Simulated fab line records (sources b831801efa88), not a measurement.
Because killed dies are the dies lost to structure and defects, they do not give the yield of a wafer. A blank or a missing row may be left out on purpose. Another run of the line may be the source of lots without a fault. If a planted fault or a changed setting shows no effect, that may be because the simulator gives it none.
fab line records -- flow gf180mcu -- part 1 of 2: steps 1 to 27 of 36
record: lots: 5, wafers: 15, last_day: 32
route steps=602 shown V2@396 M3@409 V3@429
lots untouched by any fault: they come from a run of this same line in which no faults occurred
start_h: hours from the record's first day to the start of the lot's first wafer shown -- wait_h: hours from the lot's prior step to this one -- " unchanged from the row above -- L1.1+2: a single row standing in for several wafers -- - either no value or no given start -- * or withheld: withheld -- < > ~ a bound
route shown NAME@n: a module of which the file shows steps, and the number in the route of the first -- usual: mean and standard deviation over wafers with no fault -- same: alike in all rows -- chamber/n: place in a boat -- sites: the reading at each site -- _std_site: how widely they spread, as a standard deviation -- _edge_site: the outer-site mean with the inner-site mean subtracted -- radius_mm: for every site, how far away it sits from the centre of the wafer -- mask NAME#n: copy n -- behind: the most recent tool/chamber to have shaped the wafer -- hold: cause of the lot's hold/its duration in hours/its outcome -- device: the transistor (n, p or np) that didn't switch -- end of line: tests run on the same wafers once the route is complete -- a step without rows: its recipe alone -- killed: the dies lost at the first sort to structure and to defects; this is not the yield of the wafer -- map: the dies of a wafer, with x for killed, . for not killed, _ for no die there
set.NAME: setting as actually run; set.NAME@STEP: the setting as run at that earlier step -- model.NAME: the simulator's own value behind a step, which no gauge read
lots at selected steps of the route; one table per step, one row per wafer
services: the hour from which a tool's chamber was out of use, counted from the record's first day as start_h (under 0 if before that day), plus the number of hours and why
== steps ==
step: GF_V2_CD_MEAS_14
recipe: target_cd_nm: 260
usual: cd_nm: 260.5/1.1
lot.wafer,tool,chamber,start_h,wait_h,cd_nm
L081.3,cd_sem-02,-,514.62,0.1,261.2
L081.5,cd_sem-02,-,514.62,0.1,261.0
L081.6,cd_sem-02,-,514.62,0.1,260.0
L082.2,cd_sem-01,-,521.15,0.1,262.4
L082.3,cd_sem-01,-,521.15,0.1,262.1
L082.6,cd_sem-01,-,521.15,0.1,262.3
L085.1,cd_sem-02,-,549.63,0.1,259.9
L085.2,cd_sem-02,-,549.63,0.1,259.1
L085.5,cd_sem-02,-,549.63,0.1,258.8
L087.1,cd_sem-02,-,567.96,0.1,260.1
L087.2,cd_sem-02,-,567.96,0.1,260.1
L087.4,cd_sem-02,-,567.96,0.1,260.6
L089.1,cd_sem-02,-,598.63,0.1,260.6
L089.4,cd_sem-02,-,598.63,0.1,261.4
L089.5,cd_sem-02,-,598.63,0.1,260.7
step: GF_V2_OVL_MEAS_15
usual: V2_OVL: -6/6.1
lot.wafer,tool,chamber,start_h,wait_h,V2_OVL[nm]
L081.3,overlay-01,-,514.71,0.1,-7
L081.5,overlay-01,-,514.71,0.1,-15
L081.6,overlay-01,-,514.71,0.1,-7
L082.2,overlay-02,-,521.25,0.1,-4
L082.3,overlay-02,-,521.25,0.1,-4
L082.6,overlay-02,-,521.25,0.1,-4
L085.1,overlay-02,-,549.75,0.1,-6
L085.2,overlay-02,-,549.75,0.1,-7
L085.5,overlay-02,-,549.75,0.1,-8
L087.1,overlay-02,-,568.08,0.1,4
L087.2,overlay-02,-,568.08,0.1,5
L087.4,overlay-02,-,568.08,0.1,1
L089.1,overlay-02,-,598.75,0.1,-6
L089.4,overlay-02,-,598.75,0.1,-6
L089.5,overlay-02,-,598.75,0.1,-6
step: GF_V2_ETCH_16
recipe: chemistry: N2/H2, target_depth_a: withheld, overetch_a: withheld, time_s: withheld, target: BARC, ion_energy_ev: 200, source_w: 500, bias_w: 100, pressure_mtorr: 30, n2_flow_sccm: 100, h2_flow_sccm: 200
usual: drypump_motor_current_A: 5.64/0.3, h2_flow_sccm: 199.9/0.62, oes_product_au: 0.855/0.0044, rf_fwd_power_W: 494.3/2.3, throttle_valve_pct: 13.224/0.0084
lot.wafer,tool,chamber,start_h,wait_h,drypump_motor_current_A,h2_flow_sccm,oes_product_au,rf_fwd_power_W,throttle_valve_pct
L081.3,rie_diel-02,0,514.74,0.0,6.06,199.8,0.855,493.1,13.235
L081.5,rie_diel-02,1,514.74,0.0,5.46,200.0,0.854,494.1,13.216
L081.6,rie_diel-02,2,514.74,0.0,5.87,200.5,0.849,495.7,13.221
L082.2,rie_diel-01,3,521.28,0.0,5.84,199.7,0.854,493.0,13.239
L082.3,rie_diel-01,1,521.28,0.0,5.61,200.0,0.860,488.0,13.233
L082.6,rie_diel-01,0,521.28,0.0,5.37,199.6,0.862,494.8,13.226
L085.1,rie_diel-03,0,549.79,0.0,5.52,199.7,0.850,493.9,13.225
L085.2,rie_diel-03,2,549.79,0.0,5.78,199.3,0.861,498.9,13.228
L085.5,rie_diel-03,1,549.79,0.0,5.49,199.8,0.857,495.3,13.221
L087.1,rie_diel-03,1,568.12,0.0,5.49,200.0,0.853,492.6,13.220
L087.2,rie_diel-03,2,568.12,0.0,5.80,200.3,0.853,498.8,13.223
L087.4,rie_diel-03,0,568.12,0.0,5.53,199.4,0.859,494.9,13.228
L089.1,rie_diel-01,2,598.78,0.0,5.05,198.2,0.857,495.5,13.227
L089.4,rie_diel-01,3,598.78,0.0,5.87,199.1,0.846,495.9,13.231
L089.5,rie_diel-01,2,598.78,0.0,5.08,198.4,0.858,492.6,13.221
step: GF_V2_ETCH_17
recipe: chemistry: C4F8/O2/Ar, mask_material: KrF, target: SiO2, stop_on: TiN, source_w: 1500, bias_w: 1200, pressure_mtorr: 40, c4f8_flow_sccm: withheld, O2_flow_sccm: 6, Ar_flow_sccm: 300, time_s: withheld, target_depth_a: 6300
usual: oes_product_au: 0.855/0.0048, rf_fwd_power_W: 1491/4.6
lot.wafer,tool,chamber,start_h,wait_h,oes_product_au,rf_fwd_power_W
L081.3,rie_diel-02,0,-,-,0.854,1495
L081.5,rie_diel-02,1,-,-,0.855,1491
L081.6,rie_diel-02,2,-,-,0.851,1494
L082.2,rie_diel-01,3,-,-,0.864,1492
L082.3,rie_diel-01,1,-,-,0.854,1488
L082.6,rie_diel-01,0,-,-,0.852,1490
L085.1,rie_diel-03,0,-,-,0.857,1496
L085.2,rie_diel-03,2,-,-,0.855,1492
L085.5,rie_diel-03,1,-,-,0.857,1486
L087.1,rie_diel-03,1,-,-,0.850,1495
L087.2,rie_diel-03,2,-,-,0.854,1495
L087.4,rie_diel-03,0,-,-,0.855,1489
L089.1,rie_diel-01,2,-,-,0.848,1495
L089.4,rie_diel-01,3,-,-,0.854,1488
L089.5,rie_diel-01,2,-,-,0.855,1483
step: GF_V2_STRIP_18
recipe: chemistry: O2/N2, power_w: 1400, pressure_mtorr: 1500, platen_temp_c: 250, o2_flow_sccm: 3000, n2_flow_sccm: 300, overash_fraction: 0.5
usual: drypump_motor_current_A: 5.5/0.45, heater_power_w: 338/26, oes_product_au: 0.592/0.005
lot.wafer,tool,chamber,start_h,wait_h,drypump_motor_current_A,heater_power_w,oes_product_au,rf_hours_counter_h
L081.3,plasma_asher-04,0,514.90,-,6.3,336,0.588,-
L081.5,plasma_asher-04,1,514.90,-,4.8,401,0.596,-
L081.6,plasma_asher-04,0,514.90,-,6.3,329,0.596,-
L082.2,plasma_asher-02,1,521.41,-,5.9,322,0.592,43
L082.3,plasma_asher-02,0,521.41,-,5.2,335,0.599,-
L082.6,plasma_asher-02,1,521.41,-,5.9,318,0.590,-
L085.1,plasma_asher-02,1,549.92,-,5.9,311,0.596,45
L085.2,plasma_asher-02,0,549.92,-,5.2,328,0.591,45
L085.5,plasma_asher-02,0,549.92,-,5.2,326,0.591,-
L087.1,plasma_asher-03,1,568.25,-,5.3,321,0.593,80
L087.2,plasma_asher-03,0,568.25,-,5.5,368,0.583,80
L087.4,plasma_asher-03,0,568.25,-,5.5,364,0.591,-
L089.1,plasma_asher-03,1,598.91,-,5.3,314,0.599,84
L089.4,plasma_asher-03,1,598.91,-,5.2,315,0.590,-
L089.5,plasma_asher-03,1,598.91,-,5.3,311,0.589,-
step: GF_V2_STRIP_19
recipe: chemistry: post_etch_residue_remover, time_s: 1200, temp_c: 72.5
usual: bath_heat_duty_pct: 14.1/1.7
lot.wafer,tool,chamber,start_h,wait_h,bath_heat_duty_pct
L081.3,wet_bench-01,3,514.97,0.0,17.5
L081.5,wet_bench-01,3,514.97,0.0,17.7
L081.6,wet_bench-01,3,514.97,0.0,17.3
L082.2,wet_bench-02,2,521.51,0.1,12.9
L082.3,wet_bench-02,2,521.51,0.1,13.7
L082.6,wet_bench-02,2,521.51,0.1,13.9
L085.1,wet_bench-01,2,550.02,0.1,13.2
L085.2,wet_bench-01,2,550.02,0.1,12.3
L085.5,wet_bench-01,2,550.02,0.1,12.8
L087.1,wet_bench-04,0,568.35,0.1,16.7
L087.2,wet_bench-04,0,568.35,0.1,16.1
L087.4,wet_bench-04,0,568.35,0.1,15.4
L089.1,wet_bench-01,0,599.01,0.1,10.2
L089.4,wet_bench-01,0,599.01,0.1,10.3
L089.5,wet_bench-01,0,599.01,0.1,10.0
step: GF_V2_CLEAN_20
recipe: chemistry: DIW, dry: n2_spin
lot.wafer,tool,chamber,start_h,wait_h
L081.3+5+6,wet_bench-04,3,515.31,0.0
L082.2+3+6,wet_bench-04,0,521.88,0.0
L085.1+2+5,wet_bench-04,2,550.39,0.0
L087.1+2+4,wet_bench-04,0,568.72,0.0
L089.1+4+5,wet_bench-04,3,599.35,0.0
step: GF_V2_SPUTTER_21
recipe: material: Ti, target_thk_nm: 15, chamber_pressure_pa: 5, power_w: 2500, substrate_temp_c: 200, time_s: 80.02
usual: substrate_temp_c: 200.02/0.18, throttle_valve_pct: 29.6/1.2
lot.wafer,tool,chamber,start_h,wait_h,substrate_temp_c,throttle_valve_pct
L081.3,pvd_sputter-04,-,515.40,0.0,200.02,30.0
L081.5,pvd_sputter-04,-,515.40,0.0,200.14,30.7
L081.6,pvd_sputter-04,-,515.40,0.0,200.02,30.1
L082.2,pvd_sputter-02,-,521.98,0.0,200.00,29.2
L082.3,pvd_sputter-02,-,521.98,0.0,200.00,30.0
L082.6,pvd_sputter-02,-,521.98,0.0,200.29,29.0
L085.1,pvd_sputter-04,-,550.48,0.0,200.24,31.9
L085.2,pvd_sputter-04,-,550.48,0.0,200.00,28.9
L085.5,pvd_sputter-04,-,550.48,0.0,199.95,30.1
L087.1,pvd_sputter-02,-,568.82,0.0,200.25,29.3
L087.2,pvd_sputter-02,-,568.82,0.0,200.00,29.1
L087.4,pvd_sputter-02,-,568.82,0.0,200.20,30.0
L089.1,pvd_sputter-01,-,599.45,0.0,199.73,29.3
L089.4,pvd_sputter-01,-,599.45,0.0,199.76,30.3
L089.5,pvd_sputter-01,-,599.45,0.0,199.92,30.8
step: GF_V2_SPUTTER_22
recipe: material: TiN, target_thk_nm: 10, chamber_pressure_pa: 5, power_w: 4000, time_s: 40
usual: throttle_valve_pct: 29.6/1.2
lot.wafer,tool,chamber,start_h,wait_h,throttle_valve_pct
L081.3,pvd_sputter-04,-,515.46,0.0,29.9
L081.5,pvd_sputter-04,-,515.46,0.0,30.9
L081.6,pvd_sputter-04,-,515.46,0.0,30.0
L082.2,pvd_sputter-02,-,522.04,0.0,29.6
L082.3,pvd_sputter-02,-,522.04,0.0,29.6
L082.6,pvd_sputter-02,-,522.04,0.0,28.9
L085.1,pvd_sputter-04,-,550.54,0.0,31.8
L085.2,pvd_sputter-04,-,550.54,0.0,28.9
L085.5,pvd_sputter-04,-,550.54,0.0,29.9
L087.1,pvd_sputter-02,-,568.88,0.0,29.5
L087.2,pvd_sputter-02,-,568.88,0.0,29.0
L087.4,pvd_sputter-02,-,568.88,0.0,29.8
L089.1,pvd_sputter-01,-,599.51,0.0,29.6
L089.4,pvd_sputter-01,-,599.51,0.0,30.0
L089.5,pvd_sputter-01,-,599.51,0.0,31.1
step: GF_V2_CVD_23
recipe: material: W, target_thk_nm: 350, time_s: 104.94, temp_c: 400, pressure_torr: 40
usual: chamber_pressure_Torr: 40.01/0.088, heater_power_w: 910/73
lot.wafer,tool,chamber,start_h,wait_h,chamber_pressure_Torr,heater_power_w
L081.3,cvd_w-02,0,515.54,0.1,39.92,994
L081.5,cvd_w-02,1,515.54,0.1,39.93,839
L081.6,cvd_w-02,0,515.54,0.1,40.00,997
L082.2,cvd_w-01,0,522.08,0.0,40.01,950
L082.3,cvd_w-01,0,522.08,0.0,40.05,934
L082.6,cvd_w-01,0,522.08,0.0,39.97,942
L085.1,cvd_w-02,0,550.58,0.0,39.91,970
L085.2,cvd_w-02,1,550.58,0.0,40.03,837
L085.5,cvd_w-02,0,550.58,0.0,40.04,976
L087.1,cvd_w-01,0,568.92,0.0,40.04,955
L087.2,cvd_w-01,1,568.92,0.0,39.97,852
L087.4,cvd_w-01,0,568.92,0.0,39.97,972
L089.1,cvd_w-02,0,599.55,0.0,39.97,984
L089.4,cvd_w-02,0,599.55,0.0,39.99,1022
L089.5,cvd_w-02,0,599.55,0.0,40.19,1017
step: GF_V2_RS_MEAS_24
recipe: thk_meas_gauge: four-point-probe, reads: W_of_V2_CVD_23+TiN_of_V2_SPUTTER_22+Ti_of_V2_SPUTTER_21
usual: V2_W_RS: 0.331/0.0045
lot.wafer,tool,chamber,start_h,wait_h,V2_W_RS[ohm/sq]
L081.3,film_metro-03,-,515.65,0.1,0.327
L081.5,film_metro-03,-,515.65,0.1,0.332
L081.6,film_metro-03,-,515.65,0.1,0.334
L082.2,film_metro-04,-,522.21,0.1,0.335
L082.3,film_metro-04,-,522.21,0.1,0.335
L082.6,film_metro-04,-,522.21,0.1,0.334
L085.1,film_metro-04,-,550.69,0.1,0.330
L085.2,film_metro-04,-,550.69,0.1,0.335
L085.5,film_metro-04,-,550.69,0.1,0.334
L087.1,film_metro-03,-,569.03,0.1,0.329
L087.2,film_metro-03,-,569.03,0.1,0.330
L087.4,film_metro-03,-,569.03,0.1,0.331
L089.1,film_metro-04,-,599.66,0.1,0.324
L089.4,film_metro-04,-,599.66,0.1,0.330
L089.5,film_metro-04,-,599.66,0.1,0.328
step: GF_V2_THK_MEAS_25
recipe: thk_meas_gauge: xrf, reads: W_of_V2_CVD_23
usual: V2_W_THK: 352/5.5
lot.wafer,tool,chamber,start_h,wait_h,V2_W_THK[nm]
L081.3,film_metro-03,-,515.75,0.1,353
L081.5,film_metro-03,-,515.75,0.1,350
L081.6,film_metro-03,-,515.75,0.1,347
L082.2,film_metro-04,-,522.32,0.1,350
L082.3,film_metro-04,-,522.32,0.1,347
L082.6,film_metro-04,-,522.32,0.1,347
L085.1,film_metro-04,-,550.81,0.1,359
L085.2,film_metro-04,-,550.81,0.1,353
L085.5,film_metro-04,-,550.81,0.1,353
L087.1,film_metro-03,-,569.15,0.1,351
L087.2,film_metro-03,-,569.15,0.1,348
L087.4,film_metro-03,-,569.15,0.1,346
L089.1,film_metro-04,-,599.78,0.1,356
L089.4,film_metro-04,-,599.78,0.1,353
L089.5,film_metro-04,-,599.78,0.1,353
step: GF_V2_CMP_26
recipe: stop_on: SiO2, down_force_psi: 3.5, platen_rpm: 60, t_overpolish_s: 15, target_thk_nm: 0, pad_velocity_m_s: 0.94248
usual: motor_current_A: 11.0/1.4, overpolish_run_s: 15.001/0.0092, time_to_endpoint_s: 83/3.9
same: t_overpolish_s: 15
lot.wafer,tool,chamber,start_h,wait_h,motor_current_A,overpolish_run_s,time_to_endpoint_s
L081.3,cmp-01,3,515.84,0.1,8.7,14.994,90
L081.6,cmp-01,2,515.84,0.1,12.8,14.997,83
L081.5,cmp-01,3,515.84,0.1,9.0,14.986,89
L082.2,cmp-02,3,522.37,0.0,10.0,14.988,74
L082.3,cmp-02,1,522.37,0.0,13.0,15.001,81
L082.6,cmp-02,0,522.37,0.0,11.6,15.016,81
L085.2,cmp-01,1,550.87,0.0,10.3,14.999,81
L085.1,cmp-01,0,550.87,0.0,8.5,15.018,83
L085.5,cmp-01,2,550.87,0.0,12.2,15.003,83
L087.1,cmp-02,1,569.21,0.1,13.1,14.993,79
L087.4,cmp-02,2,569.21,0.1,12.0,14.988,78
L087.2,cmp-02,0,569.21,0.1,11.9,14.992,80
L089.4,cmp-02,0,599.84,0.0,11.5,15.000,80
L089.1,cmp-02,1,599.84,0.0,12.9,15.006,85
L089.5,cmp-02,1,599.84,0.0,13.3,15.031,85
step: GF_M3_SPUTTER_00
recipe: material: Ti, target_thk_nm: 37.5, arriving_ion_energy_ev: 80, substrate_temp_c: 200, chamber_pressure_pa: 2, power_w: 4000, time_s: 150
usual: substrate_temp_c: 200.01/0.16, throttle_valve_pct: 29.3/1.2
lot.wafer,tool,chamber,start_h,wait_h,substrate_temp_c,throttle_valve_pct
L081.3,pvd_sputter-02,-,516.09,0.2,200.07,29.9
L081.5,pvd_sputter-02,-,516.09,0.2,200.11,29.4
L081.6,pvd_sputter-02,-,516.09,0.2,199.95,29.9
L082.2,pvd_sputter-02,-,522.67,0.2,200.06,28.9
L082.3,pvd_sputter-02,-,522.67,0.2,200.28,30.0
L082.6,pvd_sputter-02,-,522.67,0.2,199.99,29.3
L085.1,pvd_sputter-03,-,551.17,0.1,199.82,29.5
L085.2,pvd_sputter-03,-,551.17,0.1,200.10,30.9
L085.5,pvd_sputter-03,-,551.17,0.1,200.13,27.5
L087.1,pvd_sputter-01,-,569.51,0.2,199.95,30.1
L087.2,pvd_sputter-01,-,569.51,0.2,200.16,29.4
L087.4,pvd_sputter-01,-,569.51,0.2,199.94,27.4
L089.1,pvd_sputter-03,-,600.14,0.2,200.23,27.9
L089.4,pvd_sputter-03,-,600.14,0.2,200.16,29.7
L089.5,pvd_sputter-03,-,600.14,0.2,200.23,27.9
step: GF_M3_SPUTTER_01
recipe: material: TiN, target_thk_nm: 30, power_w: 6500, time_s: 25, chamber_pressure_pa: 0.4
usual: throttle_valve_pct: 29.3/1.2
lot.wafer,tool,chamber,start_h,wait_h,throttle_valve_pct
L081.3,pvd_sputter-02,-,516.19,0.1,30.2
L081.5,pvd_sputter-02,-,516.19,0.1,29.5
L081.6,pvd_sputter-02,-,516.19,0.1,29.9
L082.2,pvd_sputter-02,-,522.77,0.1,28.7
L082.3,pvd_sputter-02,-,522.77,0.1,30.2
L082.6,pvd_sputter-02,-,522.77,0.1,29.3
L085.1,pvd_sputter-03,-,551.27,0.1,29.8
L085.2,pvd_sputter-03,-,551.27,0.1,31.2
L085.5,pvd_sputter-03,-,551.27,0.1,27.6
L087.1,pvd_sputter-01,-,569.61,0.1,30.1
L087.2,pvd_sputter-01,-,569.61,0.1,29.1
L087.4,pvd_sputter-01,-,569.61,0.1,27.6
L089.1,pvd_sputter-03,-,600.24,0.1,27.7
L089.4,pvd_sputter-03,-,600.24,0.1,29.8
L089.5,pvd_sputter-03,-,600.24,0.1,27.7
step: GF_M3_SPUTTER_02
recipe: material: AlCu, target_thk_nm: 450, power_w: 10600, time_s: 23.9, chamber_pressure_pa: 0.4
usual: throttle_valve_pct: 29.3/1.2
lot.wafer,tool,chamber,start_h,wait_h,throttle_valve_pct
L081.3,pvd_sputter-02,-,516.22,0.0,30.0
L081.5,pvd_sputter-02,-,516.22,0.0,29.6
L081.6,pvd_sputter-02,-,516.22,0.0,30.3
L082.2,pvd_sputter-02,-,522.80,0.0,29.0
L082.3,pvd_sputter-02,-,522.80,0.0,30.1
L082.6,pvd_sputter-02,-,522.80,0.0,29.2
L085.1,pvd_sputter-03,-,551.30,0.0,29.7
L085.2,pvd_sputter-03,-,551.30,0.0,30.9
L085.5,pvd_sputter-03,-,551.30,0.0,27.7
L087.1,pvd_sputter-01,-,569.64,0.0,30.2
L087.2,pvd_sputter-01,-,569.64,0.0,29.3
L087.4,pvd_sputter-01,-,569.64,0.0,27.4
L089.1,pvd_sputter-03,-,600.28,0.0,27.8
L089.4,pvd_sputter-03,-,600.28,0.0,29.7
L089.5,pvd_sputter-03,-,600.28,0.0,27.4
step: GF_M3_SPUTTER_03
recipe: material: Ti, target_thk_nm: 10, substrate_temp_c: 300, chamber_pressure_pa: 0.3, power_w: 3000, time_s: 6.7
usual: substrate_temp_c: 299.99/0.2, throttle_valve_pct: 29.3/1.2
lot.wafer,tool,chamber,start_h,wait_h,substrate_temp_c,throttle_valve_pct
L081.3,pvd_sputter-02,-,516.25,0.0,299.92,30.2
L081.5,pvd_sputter-02,-,516.25,0.0,299.83,29.5
L081.6,pvd_sputter-02,-,516.25,0.0,299.66,30.2
L082.2,pvd_sputter-02,-,522.83,0.0,300.19,28.8
L082.3,pvd_sputter-02,-,522.83,0.0,300.05,30.1
L082.6,pvd_sputter-02,-,522.83,0.0,300.04,29.4
L085.1,pvd_sputter-03,-,551.33,0.0,299.81,29.7
L085.2,pvd_sputter-03,-,551.33,0.0,299.75,30.9
L085.5,pvd_sputter-03,-,551.33,0.0,300.13,27.7
L087.1,pvd_sputter-01,-,569.67,0.0,299.92,29.9
L087.2,pvd_sputter-01,-,569.67,0.0,300.13,29.3
L087.4,pvd_sputter-01,-,569.67,0.0,300.09,27.6
L089.1,pvd_sputter-03,-,600.31,0.0,299.85,27.8
L089.4,pvd_sputter-03,-,600.31,0.0,300.23,30.1
L089.5,pvd_sputter-03,-,600.31,0.0,299.72,27.8
step: GF_M3_SPUTTER_04
recipe: material: TiN, target_thk_nm: 50, power_w: 6500, time_s: 41.7, chamber_pressure_pa: 0.4
usual: throttle_valve_pct: 29.3/1.2
lot.wafer,tool,chamber,start_h,wait_h,throttle_valve_pct
L081.3,pvd_sputter-02,-,516.27,0.0,30.2
L081.5,pvd_sputter-02,-,516.27,0.0,29.4
L081.6,pvd_sputter-02,-,516.27,0.0,30.2
L082.2,pvd_sputter-02,-,522.85,0.0,28.6
L082.3,pvd_sputter-02,-,522.85,0.0,30.0
L082.6,pvd_sputter-02,-,522.85,0.0,29.3
L085.1,pvd_sputter-03,-,551.35,0.0,29.8
L085.2,pvd_sputter-03,-,551.35,0.0,30.9
L085.5,pvd_sputter-03,-,551.35,0.0,27.7
L087.1,pvd_sputter-01,-,569.70,0.0,30.1
L087.2,pvd_sputter-01,-,569.70,0.0,29.4
L087.4,pvd_sputter-01,-,569.70,0.0,27.4
L089.1,pvd_sputter-03,-,600.33,0.0,27.8
L089.4,pvd_sputter-03,-,600.33,0.0,29.7
L089.5,pvd_sputter-03,-,600.33,0.0,27.5
step: GF_M3_RS_MEAS_05
recipe: thk_meas_gauge: four-point-probe, reads: TiN_of_M3_SPUTTER_04+Ti_of_M3_SPUTTER_03+AlCu_of_M3_SPUTTER_02+TiN_of_M3_SPUTTER_01+Ti_of_M3_SPUTTER_00
usual: M3_ALCU_RS: 0.0694/0.00076
lot.wafer,tool,chamber,start_h,wait_h,M3_ALCU_RS[ohm/sq]
L081.3,film_metro-02,-,516.35,0.1,0.0692
L081.5,film_metro-02,-,516.35,0.1,0.0691
L081.6,film_metro-02,-,516.35,0.1,0.0690
L082.2,film_metro-04,-,522.91,0.0,0.0686
L082.3,film_metro-04,-,522.91,0.0,0.0686
L082.6,film_metro-04,-,522.91,0.0,0.0681
L085.1,film_metro-01,-,551.39,0.0,0.0689
L085.2,film_metro-01,-,551.39,0.0,0.0697
L085.5,film_metro-01,-,551.39,0.0,0.0706
L087.1,film_metro-01,-,569.73,0.0,0.0692
L087.2,film_metro-01,-,569.73,0.0,0.0677
L087.4,film_metro-01,-,569.73,0.0,0.0680
L089.1,film_metro-01,-,600.37,0.0,0.0696
L089.4,film_metro-01,-,600.37,0.0,0.0687
L089.5,film_metro-01,-,600.37,0.0,0.0696
step: GF_M3_THK_MEAS_06
recipe: thk_meas_gauge: xrf, reads: AlCu_of_M3_SPUTTER_02
usual: M3_ALCU_THK: 447/6.2
lot.wafer,tool,chamber,start_h,wait_h,M3_ALCU_THK[nm]
L081.3,film_metro-02,-,516.45,0.1,446
L081.5,film_metro-02,-,516.45,0.1,449
L081.6,film_metro-02,-,516.45,0.1,447
L082.2,film_metro-04,-,523.02,0.1,451
L082.3,film_metro-04,-,523.02,0.1,448
L082.6,film_metro-04,-,523.02,0.1,455
L085.1,film_metro-01,-,551.51,0.1,453
L085.2,film_metro-01,-,551.51,0.1,446
L085.5,film_metro-01,-,551.51,0.1,441
L087.1,film_metro-01,-,569.85,0.1,450
L087.2,film_metro-01,-,569.85,0.1,460
L087.4,film_metro-01,-,569.85,0.1,460
L089.1,film_metro-01,-,600.49,0.1,446
L089.4,film_metro-01,-,600.49,0.1,449
L089.5,film_metro-01,-,600.49,0.1,446
step: GF_M3_DEHYDRATE_07
recipe: temp_c: 200, time_s: 60
lot.wafer,tool,chamber,start_h,wait_h
L081.3+5+6,litho_track-01,0,527.03,10.6
L082.2+3+6,litho_track-01,0,533.31,10.3
L085.1+2+5,litho_track-01,0,561.83,10.3
L087.1+2+4,litho_track-02,0,580.03,10.2
L089.1+4+5,litho_track-02,0,610.58,10.1
step: GF_M3_HMDS_08
recipe: prime_time_s: 60, prime_temp_c: 120
lot.wafer,tool,chamber,start_h,wait_h
L081.3+5+6,litho_track-01,0,527.18,0.1
L082.2+3+6,litho_track-01,0,533.46,0.1
L085.1+2+5,litho_track-01,0,561.98,0.1
L087.1+2+4,litho_track-02,0,580.18,0.1
L089.1+4+5,litho_track-02,0,610.73,0.1
step: GF_M3_COAT_09
recipe: resist: KrF, spin_rpm: withheld, resist_thk_nm: 1000
lot.wafer,tool,chamber,start_h,wait_h
L081.3+5+6,litho_track-01,0,527.33,0.1
L082.2+3+6,litho_track-01,0,533.61,0.1
L085.1+2+5,litho_track-01,0,562.13,0.1
L087.1+2+4,litho_track-02,0,580.33,0.1
L089.1+4+5,litho_track-02,0,610.88,0.1
step: GF_M3_SOFTBAKE_10
recipe: temp_c: 130, time_s: 60, resist: KrF
lot.wafer,tool,chamber,start_h,wait_h
L081.3+5+6,litho_track-01,0,527.48,0.1
L082.2+3+6,litho_track-01,0,533.76,0.1
L085.1+2+5,litho_track-01,0,562.28,0.1
L087.1+2+4,litho_track-02,0,580.48,0.1
L089.1+4+5,litho_track-02,0,611.03,0.1
step: GF_M3_EXPOSE_11
recipe: mask_id: Metal3, target_cd_nm: 280, na: 0.68, source_shape: conventional, sigma_outer: 0.6, dose_mj: 28
same: na: 0.68
lot.wafer,tool,chamber,start_h,wait_h,mask
L081.3+5+6,krf_scanner-01,0,-,-,Metal3#0
L082.2+3+6,krf_scanner-01,0,-,-,Metal3#0
L085.1+2+5,krf_scanner-01,0,-,-,Metal3#0
L087.1+2+4,krf_scanner-02,0,-,-,Metal3#0
L089.1+4+5,krf_scanner-01,0,-,-,Metal3#0
step: GF_M3_PEB_12
recipe: peb_temp_c: 135, peb_time_s: 90, resist: KrF
same: peb_time_s: 90
lot.wafer,tool,chamber,start_h,wait_h
L081.3+5+6,litho_track-04,0,-,-
L082.2+3+6,litho_track-04,0,-,-
L085.1+2+5,litho_track-04,0,-,-
L087.1+2+4,litho_track-01,0,-,-
L089.1+4+5,litho_track-02,0,-,-
step: GF_M3_DEVELOP_13
recipe: develop_time_s: 60, dev_temp_c: 21
lot.wafer,tool,chamber,start_h,wait_h
L081.3+5+6,litho_track-04,0,539.16,0.1
L082.2+3+6,litho_track-04,0,544.79,0.2
L085.1+2+5,litho_track-04,0,572.96,0.2
L087.1+2+4,litho_track-01,0,590.63,0.2
L089.1+4+5,litho_track-02,0,620.53,0.2
